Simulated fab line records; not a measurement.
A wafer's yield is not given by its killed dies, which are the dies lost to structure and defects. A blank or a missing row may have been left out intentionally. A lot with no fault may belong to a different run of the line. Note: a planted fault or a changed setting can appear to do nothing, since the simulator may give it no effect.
Problem report, 8D (eight disciplines) form, completed by code    flow sky130    the parts of the form that need people (team, actions taken, sign-off) are left out

## 1. WHAT IS WRONG
Wafers without a fault read 7.5e+13, standard deviation 7.6e+10; dose ions cm2 at SKY_LDD_N_IMPLANT_08 reads a mean of 4.6e+13 on 6 wafers belonging to 2 lots. So: -99 or more standard deviations from the usual mean.
First observed at day 22 03:30: wafer L731.1, on implanter-01. The record holds 33 wafers of 11 lots with a number at this step. By rule, "out" or "out of limits" means more than 4 standard deviations away from the usual mean. The other wafers with a number count as sound.

## 2. WHAT IT IS, WHAT IT ISN'T
question                     is                                 is not
which readings at this step  dose ions cm2, faraday current uA  -
which lots                   L731, L733                         L721, L723, L724, L726, L728, L730, L738, L741, L743
which wafers of those lots   all that have a number             -
read on which tools          implanter-01                       implanter-03, implanter-04
when                         from day 22 03:30                  up to then (18 sound wafers); but 9 sound wafers of L738, L741, L743 came after

## 3. THE SUSPECTS, EACH WITH WHAT RULES IT OUT
Counting: a tool stays on the suspect list if, at a process step up to the reading, it processed all lots that are out and no sound lot following the first of them.
- implanter-01 at SKY_LDD_N_IMPLANT_08: kept. All lots that are out passed through it, beginning with L731 at day 22 03:30, and no sound lot followed; its final sound lot before that point was L730 at day 21 21:42. Out on those wafers are its own readings of dose ions cm2, faraday current uA.
The count leaves implanter-01 at SKY_LDD_N_IMPLANT_08.

## 4. THE CAUSE (what the simulator had put in)
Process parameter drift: implanter-01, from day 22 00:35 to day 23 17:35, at SKY_LDD_N_IMPLANT_08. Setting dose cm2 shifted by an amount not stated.
Only this tool survived the counting.

## 5. THE EFFECT CHAIN, in route order
Rows list readings where the struck wafers' mean (over those with a number) sits beyond 3 standard deviations from the usual. Readings are gone through only where the record gives a usual standard deviation; hours: the median, over the lots, of the time from a lot's start at the first step in this table giving one to that lot's start at this step; sigmas: the change measured in usual standard deviations.
hours  step                  reading                   usual    on struck wafers  change    sigmas
0      SKY_LDD_N_IMPLANT_08  dose ions cm2             7.5e+13  4.6e+13           -2.9e+13  -99 or more
0      SKY_LDD_N_IMPLANT_08  faraday current uA        417      264               -152      -15
1      SKY_LDD_N_STRIP_16    strip time to endpoint s  4.317 s  4.241             -0.076    -5.8
It contains these process steps:
- SKY_LDD_N_IMPLANT_08
- SKY_LDD_N_STRIP_16: strips in O2/N2.
Later steps that measure or inspect, where all struck wafers having a row at the step show a number for every such reading and not one has moved that far: SKY_LDD_N_TW_MEAS_17.

## 6. HOW IT WOULD HAVE BEEN CAUGHT EARLIER
In this record the first reading out of limits was taken at day 22 03:30, 3 hours after the fault began at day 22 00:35.
